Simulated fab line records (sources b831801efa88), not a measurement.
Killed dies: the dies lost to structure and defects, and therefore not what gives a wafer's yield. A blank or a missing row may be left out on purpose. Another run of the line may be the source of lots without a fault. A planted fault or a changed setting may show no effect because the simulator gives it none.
A lot that was struck, set against a sound lot / flow sky130 / 28 out of 708 route steps
Sound: these wafers, L655.2, L655.3, L655.4. The struck wafers were L648.2, L648.3, L648.4. At the end, the cause is stated.
For every step that has rows: the tool of each side, followed by ch and its chambers, followed by its first start. Under that, the readings that differ: sound wafers / struck wafers / difference of the means / sigmas: that difference in standard deviations of wafers without a fault.
alike: words and numbers the same on both sides, and readings whose means are apart by under 2 such deviations; not compared: readings that were withheld, readings missing a value for some wafer, numbers with overlapping values and no deviation given by the record, and bounds like >300 which may hide the same value.
A row with sigmas, a row that says differs or no value, or rows on one side alone: a step with any of these is where the two part. Numbers that don't overlap but have no deviation are shown without sigmas and don't part them. Lack of a reading on every wafer of one side parts them only where that side has two or more wafers.

first, 5 steps without rows for these wafers: SKY_SONOS_ONO_COAT_08 (resist thk 1140 nm); SKY_SONOS_ONO_SOFTBAKE_09 (time 60 s); SKY_SONOS_ONO_EXPOSE_10 (exposes mask ONOM, target cd 410 nm); SKY_SONOS_ONO_PEB_11; SKY_SONOS_ONO_DEVELOP_12 (develop time 60 s).
SKY_SONOS_ONO_CD_MEAS_13: target cd 410 nm.
  sound on cd sem-01, day 18 15:53; struck on cd sem-02, day 16 14:47
  alike: cd nm
SKY_SONOS_ONO_OVL_MEAS_14:
  sound on overlay-01, day 18 15:59; struck on overlay-02, day 16 14:53
  alike: SONOS_ONO_OVL
SKY_SONOS_ONO_ETCH_15: etches the open film in CHF3/O2, target depth 19.52 nm, time 7.8 s.
  sound on rie diel-01 ch 0,2,3, day 18 16:01; struck on rie diel-04 ch 0,1,2, day 16 14:55
  alike: chamber pressure mTorr, drypump motor current A, oes product au, throttle valve pct
  not compared: rf hours counter h
then, 1 step without rows for these wafers: SKY_SONOS_ONO_WET_ETCH_16 (etches SiO2 in dHF, target depth 14 nm, time 280 s).
SKY_SONOS_ONO_STRIP_17: strips in O2/N2.
  sound on plasma asher-01 ch 0,1, day 18 16:07; struck on plasma asher-03 ch 0,1, day 16 15:07
reading=strip time to endpoint s (s); sound=14.06 14.05 14.08; struck=14.16 14.22 14.18; difference=+0.12; sigmas=+3
  alike: chamber pressure mTorr, drypump motor current A, oes product au
  not compared: rf hours counter h
then, 2 steps without rows for these wafers: SKY_SONOS_ONO_WET_ETCH_18 (etches Si3N4 in H3PO4, target depth 15 nm, time 172 s); SKY_GATE_OXIDE_CLEAN_00 (cleans in SC1/SC2, time 150 s).
SKY_GATE_OXIDE_OXIDATION_01: stabilise 600 s, purge 300 s, target thk 10.268 nm.
  sound on furnace-01 ch 0, day 18 16:39; struck on furnace-02 ch 0, day 16 16:10
reading=spike tc bottom C (C); sound=923.0 921.2 923.0; struck=934.4 935.1 935.3; difference=+12.5; sigmas=+6
reading=spike tc centre C (C); sound=901.5 900.5 900.7; struck=915.5 914.7 912.8; difference=+13.4; sigmas=+8
reading=spike tc lower C (C); sound=902.4 901.9 901.1; struck=914.8 915.3 915.4; difference=+13.4; sigmas=+11
reading=spike tc top C (C); sound=909.2 909.3 909.8; struck=919.4 920.2 920.6; difference=+10.6; sigmas=+4
reading=spike tc upper C (C); sound=904.7 903.3 902.5; struck=915.3 914.7 915.5; difference=+11.7; sigmas=+8
reading=tube center temp C (C); sound=900.08 900.01 900.09; struck=915.21 915.19 915.08; difference=+15.10; sigmas=+99 or more
reading=tube_center_temp_C_max; sound=902.8 902.0 902.3; struck=917.5 917.8 917.7; difference=+15.3; sigmas=+42
reading=zone power centre pct (%); sound=19.2 19.0 19.2; struck=20.4 20.5 20.4; difference=+1.3; sigmas=+4
reading=model.SiO2_of_GATE_OXIDE_OXIDATION_01.thk nm (nm); sound=10.21 10.02 9.894; struck=12.33 12.46 12.22; difference=+2.30; sigmas=
  alike: zone power bottom pct, zone power lower pct
SKY_GATE_OXIDE_THK_MEAS_02:
  sound on film metro-02, day 18 18:04; struck on film metro-02, day 16 17:49
reading=GATE_OXIDE_OXIDATION_00_THK (nm); sound=10.24 10.07 9.89; struck=12.35 12.46 12.22; difference=+2.28; sigmas=+11
  not compared: hold
then, 6 steps without rows for these wafers: SKY_GATE_OXIDE_HMDS_04 (prime time 60 s); SKY_GATE_OXIDE_COAT_05 (resist thk 1140 nm); SKY_GATE_OXIDE_SOFTBAKE_06 (time 60 s); SKY_GATE_OXIDE_EXPOSE_07 (exposes mask LVOM, target cd 600 nm); SKY_GATE_OXIDE_PEB_08; SKY_GATE_OXIDE_DEVELOP_09 (develop time 60 s).
SKY_GATE_OXIDE_OVL_MEAS_10:
  sound on overlay-02, day 20 00:47; struck on overlay-01, day 17 22:47
  alike: GATE_OXIDE_OVL
then, 2 steps without rows for these wafers: SKY_GATE_OXIDE_IMPLANT_11; SKY_GATE_OXIDE_WET_ETCH_12 (etches SiO2 in dHF, target depth 16.8 nm, time 336 s).
SKY_GATE_OXIDE_STRIP_13: strips in O2/N2.
  sound on plasma asher-04 ch 0,1, day 20 01:04; struck on plasma asher-03 ch 0,1, day 17 23:04
reading=drypump motor current A (A); sound=6.7 6.1 6.6; struck=5.1 5.1 5.5; difference=-1.2; sigmas=-2
  alike: chamber pressure mTorr, oes product au, strip time to endpoint s
  not compared: rf hours counter h
SKY_GATE_OXIDE_TW_MEAS_14:
  sound on film metro-02, day 20 01:10; struck on film metro-04, day 17 23:24
  alike: GATE_OXIDE_TW
  not compared: hold
SKY_GATE_OXIDE_OXIDATION_16: stabilise 600 s, purge 300 s, target thk 3.57 nm.
  sound on furnace-02 ch 0, day 20 01:16; struck on furnace-01 ch 0, day 18 01:05
reading=spike tc bottom C (C); sound=819.9 818.4 819.0; struck=824.4 822.9 823.5; difference=+4.5; sigmas=+2
reading=spike tc top C (C); sound=804.8 806.4 806.3; struck=811.3 811.8 812.1; difference=+5.9; sigmas=+2
reading=zone power centre pct (%); sound=15.67 15.71 15.38; struck=14.73 14.97 14.99; difference=-0.69; sigmas=-2
reading=zone power lower pct (%); sound=12.6 12.7 12.9; struck=15.4 15.5 15.4; difference=+2.7; sigmas=+2
reading=model.SiO2_of_GATE_OXIDE_OXIDATION_01.thk nm (nm); sound=11.54 11.38 11.28; struck=13.56 13.68 13.45; difference=+2.16; sigmas=
  alike: ramp up c per min, spike tc centre C, spike tc lower C, spike tc upper C, tube center temp C, tube_center_temp_C_max, zone power bottom pct
then, 1 step without rows for these wafers: SKY_POLY_GATE_CVD_00 (deposits poly-Si, target thk 180 nm, time 720 s).
-- a jump in the record: the struck wafers' starts before and after are 31 days apart (it breaks off in module POLY_GATE and resumes in module PAD_OPEN, where the first step shown is number 708 of the route) --
SKY_PAD_OPEN_PROBE_99:
  sound on prober-01, day 49 18:43; struck on prober-01, day 48 14:52
reading=killed_at_M0_to_M3; sound=57 48 51; struck=35 34 38; difference=-16; sigmas=-2
reading=killed at other; sound=0 0 0; struck=0 2 1; difference=+1; sigmas=+2
reading=model.etest.nfet_16v.r on ohm um; sound=1.386e+04 1.377e+04 1.378e+04; struck=1.493e+04 1.502e+04 1.492e+04; difference=+1.153e+03; sigmas=
reading=model.etest.tip sonos.rs ohm sq; sound=2609 2568 2585; struck=3162 3144 3107; difference=+550; sigmas=
reading=model.etest.pfet g5v0d10v5.r on ohm um; sound=4725 4747 4762; struck=5226 5265 5174; difference=+477; sigmas=
reading=model.etest.nfet g5v0d10v5.r on ohm um; sound=1854 1871 1845; struck=2074 2073 2044; difference=+207; sigmas=
reading=model.etest.nfet g5v0d10v5.drive ua um; sound=608.8 611 620.3; struck=525.5 517.3 530.3; difference=-89.0; sigmas=
reading=model.etest.nfet_05v0_nvt.drive ua um; sound=577.6 582 585.5; struck=503 500.1 507.6; difference=-78; sigmas=
reading=model.etest.pfet g5v0d10v5.drive ua um; sound=340.1 341.4 342.9; struck=298.9 294.9 305; difference=-41.9; sigmas=
reading=model.etest.nfet_16v.drive ua um; sound=222.4 226.2 229.1; struck=190 186.1 190.7; difference=-37; sigmas=
  alike: killed_at_M4_up, killed at contacts, killed at front end, killed dies, killed open, killed short

== WHERE THEY PART ==
At SKY_SONOS_ONO_STRIP_17 first; at SKY_PAD_OPEN_PROBE_99 last (within this record only).

WHY: what the simulator had put in
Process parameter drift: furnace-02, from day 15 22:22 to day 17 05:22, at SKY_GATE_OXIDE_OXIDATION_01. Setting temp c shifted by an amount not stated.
